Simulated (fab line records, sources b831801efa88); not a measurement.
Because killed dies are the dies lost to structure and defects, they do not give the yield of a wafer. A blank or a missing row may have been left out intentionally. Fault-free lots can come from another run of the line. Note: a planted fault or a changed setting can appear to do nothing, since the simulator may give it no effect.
Struck lot and sound lot, side by side ; flow sky130 ; 14 out of 708 route steps
Sound: these wafers, L518.3, L518.5, L518.6. Struck: wafer L525.4 (L525.3, L525.5, from the same lot, were not struck and are left out); the cause is given at the end.
Order at every step that has rows: each side's tool, ch and its chambers, its first start. Under that, the readings that differ: sound wafers ; struck wafers ; difference of the means ; sigmas: that difference in standard deviations of wafers without a fault.
alike: readings with means less than 2 such deviations apart, plus words and numbers identical on both sides. not compared: withheld readings, readings lacking a value on some wafer, bounds such as >300 that could conceal the same value, and numbers that have no deviation in the record and whose values overlap.
Wherever a step has rows on one side only, a row that says differs or no value, or a row with sigmas, the two part there. Numbers that have no deviation but don't overlap get no sigmas and don't part them. A reading that every wafer of one side lacks parts them only if that side has two wafers or more.

first, 2 steps without rows for these wafers: SKY_VIA4_PEB_09; SKY_VIA4_DEVELOP_10 (develop time 60 s).
SKY_VIA4_OVL_MEAS_11:
  sound: overlay-01 at day 43 04:02; struck: overlay-02 at day 45 00:32
  alike: VIA4_OVL
SKY_VIA4_ETCH_12: etches SiO2 in C4F8/O2/Ar, stops on TiN, target depth 580 nm.
  sound on rieDiel-01 ch 0,1,2, day 43 04:03; struck on rieDiel-01 ch 0, day 45 00:33
  alike: oesProductAu
SKY_VIA4_STRIP_13: strips in O2/N2.
  sound on plasmaAsher-02 ch 0,1, day 43 04:10; struck on plasmaAsher-04 ch 1, day 45 00:40
  alike: drypumpMotorCurrentA, oesProductAu, stripTimeToEndpointS
  not compared: rfHoursCounterH
then, 3 steps without rows for these wafers: SKY_VIA4_STRIP_14 (strips in post etch residue remover, time 1200 s); SKY_VIA4_CLEAN_15 (cleans in IPA, time 180 s); SKY_VIA4_CLEAN_16 (cleans in O3/DIW).
SKY_VIA4_SPUTTER_17: material TiN, target thk 20 nm, time 80 s.
  sound: pvdSputter-01 at day 43 04:44; struck: pvdSputter-04 at day 45 01:13
  alike: chamberPressurePa, throttleValvePct
SKY_VIA4_CVD_18: deposits W, target thk 505 nm, time 152.14 s.
  sound on cvdW-01 ch 0,1, day 43 04:50; struck on cvdW-02 ch 1, day 45 01:20
  alike: heaterPowerW
SKY_VIA4_RS_MEAS_19: measurement is done with a four-point probe.
  sound: filmMetro-01 at day 43 04:59; struck: filmMetro-03 at day 45 01:28
  alike: VIA4_W_RS
SKY_VIA4_THK_MEAS_20: measures by xrf.
  sound: filmMetro-01 at day 43 05:05; struck: filmMetro-03 at day 45 01:34
  alike: VIA4_W_THK
SKY_VIA4_CMP_21: polishes, stops on SiO2, t overpolish 25 s, target thk 0 nm.
  sound on cmp-02 ch 0,3, day 43 05:10; struck on cmp-02 ch 2, day 45 02:03
reading;sound;struck;difference;sigmas
overpolishRunS (s);25.002 25.013 25.014;0.031;-24.979;-99 or more
timeToEndpointS (s);129 126 131;193;+64;+11
  alike: motorCurrentA
SKY_METAL5_SPUTTER_00: material Ti, target thk 15 nm, time 10 s.
  rows exist in the record for the sound wafers here (pvdSputter-03, day 43 05:25), none for the struck ones

== WHERE THEY PART ==
First at SKY_VIA4_CMP_21; last, within this record, at SKY_METAL5_SPUTTER_00.

WHY: whatever the simulator had introduced
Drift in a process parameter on cmp-02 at SKY_VIA4_CMP_21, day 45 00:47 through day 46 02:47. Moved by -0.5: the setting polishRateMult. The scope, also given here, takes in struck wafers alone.
